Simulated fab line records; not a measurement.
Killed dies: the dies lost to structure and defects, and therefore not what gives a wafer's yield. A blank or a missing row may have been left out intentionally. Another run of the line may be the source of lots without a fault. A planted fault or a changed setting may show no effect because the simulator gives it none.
What tool caused it? / flow sky130 / 12 lots (36 wafers sampled), 1 step of a 708-step route

== WHAT EACH GAUGE READ, for each wafer ==
SKY_SPACER_THK_MEAS_01.
lot=L075; measured=day 23 18:16; on=film_metro-03; SPACER_CVD_00_THK (nm)=43.3 43.2 43.5
lot=L077; measured=day 24 20:34; on=film_metro-03; SPACER_CVD_00_THK (nm)=43.4 43.4 43.3
lot=L079; measured=day 25 11:34; on=film_metro-03; SPACER_CVD_00_THK (nm)=43.0 43.1 42.9
lot=L081; measured=day 26 08:44; on=film_metro-01; SPACER_CVD_00_THK (nm)=43.2 43.3 43.5
lot=L083; measured=day 27 11:43; on=film_metro-02; SPACER_CVD_00_THK (nm)=43.9 43.6 44.1
lot=L086; measured=day 27 19:35; on=film_metro-02; SPACER_CVD_00_THK (nm)=42.3 42.4 42.8
lot=L087; measured=day 28 08:59; on=film_metro-02; SPACER_CVD_00_THK (nm)=43.3 43.4 43.0
lot=L089; measured=day 28 22:53; on=film_metro-03; SPACER_CVD_00_THK (nm)=42.7 43.1 43.3
lot=L091; measured=day 29 12:25; on=film_metro-01; SPACER_CVD_00_THK (nm)=43.8 43.2 43.3
lot=L093; measured=day 30 00:46; on=film_metro-02; SPACER_CVD_00_THK (nm)=43.1 43.3 43.7
lot=L094; measured=day 31 00:58; on=film_metro-01; SPACER_CVD_00_THK (nm)=42.9 43.0 43.0
lot=L097; measured=day 31 06:30; on=film_metro-02; SPACER_CVD_00_THK (nm)=43.8 44.0 43.5

== WHICH TOOL RAN EACH LOT (tool, then ch and the chambers of the sampled wafers, then the start) ==
Record: no process step prior to these readings.

== THE ANSWER, worked out from the rows above alone ==
Rule: the usual values come from the lots themselves. The widest of any qualifying gaps counts: lots, ordered by their means at a reading, are off when they make up no more than a third of the lots, leave a main group of 4 or more, and stand apart from it by 3 or more times the standard deviation of that group's means. A main group whose means are all the same, to the digits that the tables above print for the reading, isn't used. Also off: a lot with no number at a reading for which 4 or more lots have one. The other lots that the step has rows for count as sound.
None of the lots is off at any reading shown; this tells nothing.

== WHAT THE SIMULATOR PUT IN ==
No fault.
